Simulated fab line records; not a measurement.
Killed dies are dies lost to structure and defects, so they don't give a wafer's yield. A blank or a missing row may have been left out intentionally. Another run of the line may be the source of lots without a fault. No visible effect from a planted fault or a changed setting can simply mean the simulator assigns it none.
fab line records	flow sky130
record lots=14	wafers=42	last-day=50
route steps=708 shown VIA1@466 PAD_OPEN@708
lots that met no fault: taken from a fault-free run of the same line
start-h: hours from the record's first day to the start of the lot's first wafer shown	wait-h: hours elapsed since this lot's preceding step	" unchanged from the row above	L1.1+2: a row that stands for several wafers	- no value, or no start was given	* or withheld: withheld	< > ~ a bound
route shown NAME@n: names a module that has steps shown in the file, with the first one's number in the route	usual: the fault-free wafers' mean and standard deviation	same: alike in all rows	chamber/n: place in a boat	sites: readings site by site	_std_site: standard deviation of those values	_edge_site: inner sites' mean taken away from outer sites' mean	radius-mm: for every site, how far away it sits from the centre of the wafer	mask NAME#n: copy n	behind: the most recent tool/chamber to have shaped the wafer	hold: why the lot was held/for how many hours/how that ended	device: whichever transistor did not switch (one of n, p or np)	end of line: the same wafers' tests at the end of the route	where a step has no rows: the recipe by itself	killed: count of dies lost to structure and defects at first sort (not the wafer's yield)	map: a wafer's dies, x killed, . not, _ none there
set.NAME: the setting as run; set.NAME@STEP: as run at that earlier step	model.NAME: the simulator's own value behind a step, which no gauge read
steps of the route over a sample of lots; a table a step, a row a wafer
## steps
# step SKY_VIA1_SOFTBAKE_08
# recipe temp-c=100	time-s=90	resist=KrF-thick
# usual heater-power-total-W=57.37/0.12	plate-temp-C=100.01/0.12
lot.wafer	tool	chamber	start-h	wait-h	heater-power-total-W	plate-temp-C
L992.3	litho-track-04	0	768	-	57.38	100.09
L992.4	"	0	"	"	57.57	100.02
L992.5	"	0	"	"	57.41	100.11
L993.1	litho-track-02	0	782	-	57.31	100.02
L993.4	"	0	"	"	57.40	100.16
L993.6	"	0	"	"	57.39	99.99
L994.1	litho-track-04	0	792	-	57.23	100.19
L994.4	"	0	"	"	57.43	100.22
L994.5	"	0	"	"	57.18	100.03
L996.3	litho-track-02	0	813	-	57.13	100.08
L996.4	"	0	"	"	57.23	100.08
L996.6	"	0	"	"	57.45	100.13
L998.2	litho-track-01	0	829	-	57.40	100.13
L998.4	"	0	"	"	57.39	99.96
L998.6	"	0	"	"	57.47	100.02
L100.2	litho-track-04	0	846	-	57.53	100.01
L100.4	"	0	"	"	57.29	100.01
L100.5	"	0	"	"	57.49	99.90
L101.1	litho-track-02	0	849	-	57.42	100.12
L101.3	"	0	"	"	57.32	99.88
L101.5	"	0	"	"	57.27	99.87
L102.2	litho-track-04	0	855	-	57.48	100.13
L102.3	"	0	"	"	57.52	100.05
L102.4	"	0	"	"	57.26	100.12
L104.1	litho-track-02	0	872	-	57.53	100.08
L104.2	"	0	"	"	57.36	100.03
L104.4	"	0	"	"	57.38	100.09
L109.1	litho-track-02	0	911	-	56.08	98.23
L109.3	"	0	"	"	55.93	98.17
L109.4	"	0	"	"	55.90	98.32
L110.2	litho-track-02	0	915	-	55.91	98.22
L110.5	"	0	"	"	55.93	98.09
L110.6	"	0	"	"	56.02	98.36
L112.1	litho-track-04	0	932	-	57.37	99.76
L112.2	"	0	"	"	57.19	99.86
L112.3	"	0	"	"	57.27	99.98
L114.3	litho-track-01	0	942	-	57.28	99.70
L114.4	"	0	"	"	57.45	100.00
L114.5	"	0	"	"	57.47	99.95
L115.1	litho-track-01	0	948	-	57.18	100.09
L115.2	"	0	"	"	57.21	99.96
L115.6	"	0	"	"	57.57	99.98
# step SKY_PAD_OPEN_PROBE_99
# usual defect-limited-yield=82.5/1.7	killed_at_M0_to_M3=43/6.7	killed_at_M4_up=3.2/1.8	killed-at-contacts=24/4.8	killed-at-front-end=16/4.2	killed-at-other=0.3/0.56	killed-dies=86/8.5	killed-open=47/6.7	killed-short=39/6	sort_bin_3_pad_short=0.9/0.45	sort_bin_5_function=10.3/1.6	sort_bin_6_memory=6.3/1	sort-n-pass=406/8.5	sort-yield-pct=82.5/1.7
# same gross-dies=492	killed-at-back-side=0	sort_bin_4_leakage[%]=0	sort_bin_8_speed[%]=0
lot.wafer	tool	chamber	start-h	wait-h	defect-limited-yield[%]	killed_at_M0_to_M3	killed_at_M4_up	killed-at-contacts	killed-at-front-end	killed-at-other	killed-dies	killed-open	killed-short	sort_bin_3_pad_short[%]	sort_bin_5_function[%]	sort_bin_6_memory[%]	sort-n-pass	sort-yield-pct[%]
L992.3	prober-01	-	1065.82	0.2	81.5	39	7	32	13	0	91	48	43	1.0	11.8	5.7	401	81.5
L992.4	prober-01	-	1065.87	0.2	82.1	45	3	18	22	0	88	51	37	0.6	10.6	6.7	404	82.1
L992.5	prober-01	-	1065.92	0.2	84.3	33	2	32	10	0	77	39	36	1.2	9.3	5.1	415	84.3
L993.1	prober-02	-	1075.77	0.1	83.5	35	0	25	21	0	81	42	39	1.0	9.1	6.3	411	83.5
L993.4	prober-02	-	1075.92	0.2	81.7	38	7	27	18	0	90	45	45	0.8	10.6	6.9	402	81.7
L993.6	prober-02	-	1076.02	0.2	82.9	48	2	17	16	1	84	39	45	1.0	9.8	6.3	408	82.9
L994.1	prober-01	-	1084.06	0.1	82.3	37	4	24	22	0	87	51	34	0.6	10.4	6.7	405	82.3
L994.4	prober-01	-	1084.21	0.2	80.7	53	6	18	18	0	95	49	44	0.4	10.8	8.1	397	80.7
L994.5	prober-01	-	1084.26	0.2	81.1	44	3	29	16	1	93	51	40	0.6	11.4	6.9	399	81.1
L996.3	prober-01	-	1099.54	0.2	83.9	43	2	14	19	1	79	41	38	0.8	10.8	4.5	413	83.9
L996.4	prober-01	-	1099.59	0.2	82.7	43	2	24	16	0	85	50	35	0.4	10.0	6.9	407	82.7
L996.6	prober-01	-	1099.69	0.2	81.9	50	4	16	18	1	89	46	43	0.8	10.0	7.3	403	81.9
L998.2	prober-01	-	1115.58	0.1	80.5	52	3	23	16	2	96	49	46	1.2	12.4	5.9	396	80.5
L998.4	prober-01	-	1115.68	0.2	81.9	46	2	25	15	1	89	44	44	0.8	11.2	6.1	403	81.9
L998.6	prober-01	-	1115.78	0.2	81.3	55	6	18	13	0	92	41	51	1.2	11.8	5.7	400	81.3
L100.2	prober-01	-	1126.90	0.1	80.9	50	5	30	9	0	94	58	36	0.4	14.6	4.1	398	80.9
L100.4	prober-01	-	1127.00	0.2	83.7	48	3	20	9	0	80	45	35	0.8	7.7	7.7	412	83.7
L100.5	prober-01	-	1127.05	0.2	80.7	41	6	31	17	0	95	54	41	0	12.4	6.9	397	80.7
L101.1	prober-02	-	1127.80	0.1	79.1	63	6	25	9	0	103	62	39	1.2	13.6	6.1	389	79.1
L101.3	prober-02	-	1127.90	0.2	83.9	44	5	15	15	0	79	45	32	2.4	7.3	6.3	413	83.9
L101.5	prober-02	-	1128.00	0.2	80.7	53	2	35	5	0	95	51	44	0.6	10.0	8.7	397	80.7
L102.2	prober-01	-	1132.95	0.1	82.9	46	2	20	15	1	84	45	39	1.4	9.3	6.3	408	82.9
L102.3	prober-01	-	1133.00	0.2	84.3	44	3	19	11	0	77	40	37	1.0	9.6	5.1	415	84.3
L102.4	prober-01	-	1133.05	0.2	85.0	42	3	18	11	0	74	38	35	0.6	8.3	6.1	418	85.0
L104.1	prober-01	-	1144.96	0.1	80.1	38	2	40	18	0	98	53	45	1.2	10.4	8.3	394	80.1
L104.2	prober-01	-	1145.01	0.1	81.9	44	2	23	20	0	89	52	37	1.2	10.2	6.7	403	81.9
L104.4	prober-01	-	1145.11	0.2	86.8	25	2	23	15	0	65	35	30	0.8	7.9	4.5	427	86.8
L109.1	prober-02	-	1172.82	0.1	83.1	36	6	22	17	2	83	44	39	0.4	9.6	6.9	409	83.1
L109.3	prober-02	-	1172.92	0.2	84.3	32	1	24	20	0	77	39	37	0.6	9.6	5.5	415	84.3
L109.4	prober-02	-	1172.97	0.2	84.3	31	2	28	15	1	77	42	35	0.4	9.1	6.1	415	84.3
L110.2	prober-01	-	1176.96	0.1	81.3	51	1	19	20	1	92	48	44	0	11.8	6.9	400	81.3
L110.5	prober-01	-	1177.11	0.2	84.3	40	1	20	15	1	77	42	34	1.0	9.1	5.5	415	84.3
L110.6	prober-01	-	1177.16	0.2	81.3	47	5	26	14	0	92	48	44	0.8	10.4	7.5	400	81.3
L112.1	prober-01	-	1190.91	0.1	82.5	38	3	27	18	0	86	44	41	0.2	11.4	5.9	406	82.5
L112.2	prober-01	-	1190.96	0.1	81.5	44	3	24	19	1	91	46	44	1.6	9.3	7.5	401	81.5
L112.3	prober-01	-	1191.01	0.2	84.1	44	3	13	18	0	78	42	34	1.2	8.7	5.9	414	84.1
L114.3	prober-01	-	1193.96	0.2	82.3	50	3	25	9	0	87	41	46	1.0	10.4	6.3	405	82.3
L114.4	prober-01	-	1194.01	0.2	83.5	46	3	19	13	0	81	33	48	1.4	8.1	6.9	411	83.5
L114.5	prober-01	-	1194.06	0.2	84.3	35	4	28	10	0	77	49	28	1.0	7.7	6.9	415	84.3
L115.1	prober-02	-	1197.83	0.1	81.1	41	1	31	20	0	93	46	47	1.4	11.2	6.3	399	81.1
L115.2	prober-02	-	1197.88	0.1	82.9	44	2	23	15	0	84	44	39	1.0	10.0	6.1	408	82.9
L115.6	prober-02	-	1198.08	0.2	83.5	46	3	21	10	1	81	47	33	0.8	9.8	5.9	411	83.5
# killed by level:class
L992.3 VIA1:geometric-particle:open=12 CONTACT:geometric-particle:open=10 CONTACT:geometric-particle:short=7 VIA3:geometric-particle:open=7 FIELD_ISO:geometric-particle:short=6 LI_CONTACT:geometric-particle:short=6 LI_CONTACT:geometric-particle:open=6 METAL2:geometric-particle:short=4
L992.4 CONTACT:geometric-particle:open=9 VIA3:geometric-particle:open=9 VIA2:geometric-particle:open=9 VIA1:geometric-particle:open=8 FIELD_ISO:geometric-particle:short=5 SPACER:geometric-particle:short=4 LI_CONTACT:geometric-particle:open=4 VIA1:geometric-particle:short=4
L992.5 LI_CONTACT:geometric-particle:open=13 CONTACT:geometric-particle:open=7 LOCAL_INTERCONNECT:geometric-particle:short=7 VIA3:geometric-particle:open=6 VIA3:geometric-particle:short=6 METAL1:geometric-particle:short=5 VIA1:geometric-particle:open=5 CONTACT:geometric-particle:short=4
L993.1 FIELD_ISO:geometric-particle:open=10 VIA1:geometric-particle:open=9 CONTACT:geometric-particle:short=8 METAL2:geometric-particle:short=8 LI_CONTACT:geometric-particle:open=6 LOCAL_INTERCONNECT:geometric-particle:short=5 FIELD_ISO:geometric-particle:short=4 VIA3:geometric-particle:open=4
L993.4 CONTACT:geometric-particle:open=10 LI_CONTACT:geometric-particle:open=8 VIA1:geometric-particle:open=8 POLY_GATE:geometric-particle:short=7 VIA2:geometric-particle:open=5 LOCAL_INTERCONNECT:geometric-particle:short=5 METAL1:geometric-particle:short=5 METAL2:geometric-particle:short=5
L993.6 VIA2:geometric-particle:open=9 VIA1:geometric-particle:open=8 VIA3:geometric-particle:short=7 CONTACT:geometric-particle:short=6 VIA3:geometric-particle:open=6 POLY_GATE:geometric-particle:short=5 LI_CONTACT:geometric-particle:open=5 METAL1:geometric-particle:short=5
L994.1 CONTACT:geometric-particle:open=9 VIA1:geometric-particle:open=8 VIA2:geometric-particle:open=8 FIELD_ISO:geometric-particle:open=6 FIELD_ISO:geometric-particle:short=6 LI_CONTACT:geometric-particle:open=5 CONTACT:geometric-particle:short=5 METAL2:geometric-particle:short=5
L994.4 VIA2:geometric-particle:open=11 POLY_GATE:geometric-particle:open=8 VIA1:geometric-particle:open=8 CONTACT:geometric-particle:open=7 METAL3:geometric-particle:short=6 POLY_GATE:geometric-particle:short=5 CONTACT:geometric-particle:short=5 METAL1:geometric-particle:short=5
L994.5 VIA1:geometric-particle:open=14 CONTACT:geometric-particle:open=10 METAL2:geometric-particle:short=8 LI_CONTACT:geometric-particle:open=7 CONTACT:geometric-particle:short=7 POLY_GATE:geometric-particle:open=6 VIA2:geometric-particle:open=6 VIA3:geometric-particle:open=6
L996.3 VIA1:geometric-particle:open=12 FIELD_ISO:geometric-particle:short=6 VIA1:geometric-particle:short=6 FIELD_ISO:geometric-particle:open=5 CONTACT:geometric-particle:open=5 METAL3:geometric-particle:short=5 VIA3:geometric-particle:short=4 VIA2:geometric-particle:open=4
L996.4 LI_CONTACT:geometric-particle:open=12 VIA1:geometric-particle:open=10 CONTACT:geometric-particle:open=9 METAL2:geometric-particle:short=5 METAL1:geometric-particle:short=5 VIA3:geometric-particle:open=5 VIA1:geometric-particle:short=5 FIELD_ISO:geometric-particle:short=4
L996.6 VIA1:geometric-particle:open=13 METAL1:geometric-particle:short=9 FIELD_ISO:geometric-particle:short=7 CONTACT:geometric-particle:open=6 METAL2:geometric-particle:short=6 VIA2:geometric-particle:open=6 METAL2:geometric-particle:open=4 LI_CONTACT:geometric-particle:open=3
L998.2 VIA1:geometric-particle:open=15 METAL2:geometric-particle:short=6 LOCAL_INTERCONNECT:geometric-particle:short=6 VIA1:geometric-particle:short=6 POLY_GATE:geometric-particle:open=5 METAL1:geometric-particle:short=5 CONTACT:geometric-particle:open=5 VIA2:geometric-particle:open=5
L998.4 VIA3:geometric-particle:open=11 CONTACT:geometric-particle:open=8 LI_CONTACT:geometric-particle:open=6 METAL2:geometric-particle:short=6 LOCAL_INTERCONNECT:geometric-particle:short=5 VIA1:geometric-particle:open=5 POLY_GATE:geometric-particle:open=4 POLY_GATE:geometric-particle:short=4
L998.6 VIA1:geometric-particle:open=13 METAL1:geometric-particle:short=9 METAL2:geometric-particle:short=8 VIA3:geometric-particle:open=7 METAL4:geometric-particle:short=5 LOCAL_INTERCONNECT:geometric-particle:short=5 CONTACT:geometric-particle:open=5 VIA2:geometric-particle:open=5
L100.2 VIA1:geometric-particle:open=14 VIA2:geometric-particle:open=10 LI_CONTACT:geometric-particle:open=9 CONTACT:geometric-particle:open=8 VIA1:geometric-particle:short=7 VIA3:geometric-particle:open=5 LOCAL_INTERCONNECT:geometric-particle:short=4 CONTACT:geometric-particle:short=4
L100.4 VIA1:geometric-particle:open=11 VIA1:geometric-particle:short=8 LOCAL_INTERCONNECT:geometric-particle:short=6 CONTACT:geometric-particle:open=6 METAL2:geometric-particle:short=6 LI_CONTACT:geometric-particle:open=5 VIA3:geometric-particle:open=5 FIELD_ISO:geometric-particle:short=4
L100.5 LI_CONTACT:geometric-particle:open=15 VIA1:geometric-particle:open=8 VIA3:geometric-particle:open=8 CONTACT:geometric-particle:open=7 METAL1:geometric-particle:short=6 FIELD_ISO:geometric-particle:open=5 FIELD_ISO:geometric-particle:short=5 METAL4:geometric-particle:short=5
L101.1 VIA3:geometric-particle:open=17 CONTACT:geometric-particle:open=11 VIA1:geometric-particle:open=9 LI_CONTACT:geometric-particle:open=8 VIA2:geometric-particle:short=7 VIA3:geometric-particle:short=6 VIA2:geometric-particle:open=6 VIA1:geometric-particle:short=5
L101.3 VIA2:geometric-particle:open=8 VIA1:geometric-particle:open=8 LI_CONTACT:geometric-particle:open=6 FIELD_ISO:geometric-particle:open=5 METAL3:geometric-particle:short=5 CONTACT:geometric-particle:open=5 VIA3:geometric-particle:open=4 METAL1:geometric-particle:short=4
L101.5 CONTACT:geometric-particle:open=14 VIA1:geometric-particle:open=13 LI_CONTACT:geometric-particle:open=9 METAL2:geometric-particle:short=8 CONTACT:geometric-particle:short=7 VIA1:geometric-particle:short=6 VIA3:geometric-particle:open=5 VIA2:geometric-particle:short=5
L102.2 VIA2:geometric-particle:open=13 CONTACT:geometric-particle:open=8 VIA1:geometric-particle:open=8 METAL1:geometric-particle:short=6 LI_CONTACT:geometric-particle:open=5 VIA1:geometric-particle:short=5 METAL2:geometric-particle:short=5 POLY_GATE:geometric-particle:short=4
L102.3 VIA3:geometric-particle:open=10 VIA1:geometric-particle:open=8 CONTACT:geometric-particle:open=7 LOCAL_INTERCONNECT:geometric-particle:short=6 VIA2:geometric-particle:open=5 FIELD_ISO:geometric-particle:open=4 METAL1:geometric-particle:short=4 VIA1:geometric-particle:short=4
L102.4 VIA1:geometric-particle:open=11 CONTACT:geometric-particle:open=7 VIA2:geometric-particle:open=6 VIA1:geometric-particle:short=6 SPACER:geometric-particle:short=4 LI_CONTACT:geometric-particle:open=4 VIA3:geometric-particle:open=4 POLY_GATE:geometric-particle:short=3
L104.1 CONTACT:geometric-particle:open=17 CONTACT:geometric-particle:short=8 VIA3:geometric-particle:open=8 VIA1:geometric-particle:short=6 FIELD_ISO:geometric-particle:open=5 LOCAL_INTERCONNECT:geometric-particle:open=5 VIA2:geometric-particle:open=5 FIELD_ISO:geometric-particle:short=4
L104.2 LI_CONTACT:geometric-particle:open=8 VIA1:geometric-particle:open=7 VIA2:geometric-particle:open=7 CONTACT:geometric-particle:open=6 METAL1:geometric-particle:short=6 VIA3:geometric-particle:open=6 FIELD_ISO:geometric-particle:open=5 FIELD_ISO:geometric-particle:short=5
L104.4 CONTACT:geometric-particle:open=10 POLY_GATE:geometric-particle:short=6 FIELD_ISO:geometric-particle:open=5 LI_CONTACT:geometric-particle:open=4 VIA3:geometric-particle:short=4 FIELD_ISO:geometric-particle:short=3 CONTACT:geometric-particle:short=3 VIA1:geometric-particle:open=3
L109.1 CONTACT:geometric-particle:open=8 LI_CONTACT:geometric-particle:open=7 VIA1:geometric-particle:open=7 METAL2:geometric-particle:short=7 VIA3:geometric-particle:open=6 POLY_GATE:geometric-particle:open=5 CONTACT:geometric-particle:short=4 METAL1:geometric-particle:short=4
L109.3 VIA1:geometric-particle:open=10 LI_CONTACT:geometric-particle:open=8 FIELD_ISO:geometric-particle:short=6 CONTACT:geometric-particle:open=6 CONTACT:geometric-particle:short=5 VIA3:geometric-particle:short=5 FIELD_ISO:geometric-particle:open=4 METAL1:geometric-particle:short=4
L109.4 CONTACT:geometric-particle:open=11 LI_CONTACT:geometric-particle:open=8 VIA3:geometric-particle:open=6 FIELD_ISO:geometric-particle:short=5 VIA2:geometric-particle:open=5 FIELD_ISO:geometric-particle:open=4 VIA3:geometric-particle:short=4 VIA1:geometric-particle:open=4
L110.2 VIA1:geometric-particle:open=9 VIA2:geometric-particle:open=8 LI_CONTACT:geometric-particle:open=7 VIA3:geometric-particle:open=7 FIELD_ISO:geometric-particle:short=6 METAL1:geometric-particle:short=6 VIA3:geometric-particle:short=6 CONTACT:geometric-particle:open=4
L110.5 VIA1:geometric-particle:open=12 CONTACT:geometric-particle:open=7 FIELD_ISO:geometric-particle:short=4 POLY_GATE:geometric-particle:short=4 LI_CONTACT:geometric-particle:short=4 LOCAL_INTERCONNECT:geometric-particle:short=4 METAL1:geometric-particle:short=4 METAL2:geometric-particle:short=4
L110.6 LI_CONTACT:geometric-particle:open=11 VIA1:geometric-particle:open=9 METAL2:geometric-particle:short=6 FIELD_ISO:geometric-particle:open=5 CONTACT:geometric-particle:short=5 METAL1:geometric-particle:short=5 VIA1:geometric-particle:short=5 VIA2:geometric-particle:open=5
L112.1 VIA1:geometric-particle:open=12 LI_CONTACT:geometric-particle:open=7 CONTACT:geometric-particle:open=7 LI_CONTACT:geometric-particle:short=6 VIA3:geometric-particle:open=6 CONTACT:geometric-particle:short=5 VIA2:geometric-particle:short=5 FIELD_ISO:geometric-particle:open=4
L112.2 VIA1:geometric-particle:open=13 CONTACT:geometric-particle:open=10 POLY_GATE:geometric-particle:short=8 METAL1:geometric-particle:short=7 FIELD_ISO:geometric-particle:short=5 LI_CONTACT:geometric-particle:open=5 CONTACT:geometric-particle:short=4 VIA1:geometric-particle:short=4
L112.3 VIA1:geometric-particle:open=13 VIA3:geometric-particle:short=6 FIELD_ISO:geometric-particle:open=5 LI_CONTACT:geometric-particle:open=5 METAL3:geometric-particle:short=5 METAL1:geometric-particle:short=5 CONTACT:geometric-particle:open=4 POLY_GATE:geometric-particle:short=3
L114.3 VIA1:geometric-particle:open=14 METAL1:geometric-particle:short=8 CONTACT:geometric-particle:short=7 CONTACT:geometric-particle:open=6 VIA1:geometric-particle:short=6 METAL2:geometric-particle:short=5 VIA2:geometric-particle:open=5 LI_CONTACT:geometric-particle:short=4
L114.4 METAL1:geometric-particle:short=11 LI_CONTACT:geometric-particle:open=6 LOCAL_INTERCONNECT:geometric-particle:short=6 VIA1:geometric-particle:open=5 METAL2:geometric-particle:short=5 VIA3:geometric-particle:open=5 FIELD_ISO:geometric-particle:short=4 POLY_GATE:geometric-particle:short=4
L114.5 VIA1:geometric-particle:open=15 CONTACT:geometric-particle:open=11 LI_CONTACT:geometric-particle:open=8 VIA1:geometric-particle:short=5 VIA3:geometric-particle:open=4 CONTACT:geometric-particle:short=3 LI_CONTACT:geometric-particle:short=3 METAL1:geometric-particle:short=3
L115.1 CONTACT:geometric-particle:open=11 POLY_GATE:geometric-particle:short=9 VIA1:geometric-particle:open=7 LI_CONTACT:geometric-particle:short=6 CONTACT:geometric-particle:short=6 VIA3:geometric-particle:open=6 METAL1:geometric-particle:short=5 LI_CONTACT:geometric-particle:open=4
L115.2 METAL1:geometric-particle:short=8 VIA1:geometric-particle:open=7 VIA3:geometric-particle:open=7 FIELD_ISO:geometric-particle:open=6 POLY_GATE:geometric-particle:open=6 CONTACT:geometric-particle:open=6 VIA1:geometric-particle:short=6 LI_CONTACT:geometric-particle:open=4
L115.6 VIA1:geometric-particle:open=11 CONTACT:geometric-particle:open=10 VIA2:geometric-particle:open=9 VIA3:geometric-particle:open=7 METAL1:geometric-particle:short=6 METAL2:geometric-particle:short=5 POLY_GATE:geometric-particle:short=4 LI_CONTACT:geometric-particle:open=3
## key
first-sign step=SKY_VIA1_SOFTBAKE_08	reading=plate-temp-C	direction=down	sigmas=15	usual=*	struck=*
effect step=SKY_VIA1_SOFTBAKE_08	reading=heater-power-total-W	direction=down	sigmas=12	usual=*	struck=*
met-at SKY_VIA1_SOFTBAKE_08
struck-lots L109,L110
onset-between 872 911
fault kind=process-parameter-drift	tool=litho-track-02	chamber=-	onset-h=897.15	steps=SKY_VIA1_SOFTBAKE_08	channel=temp-c	offset=*	shape=step	end-h=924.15	acts-in=*	stated=*
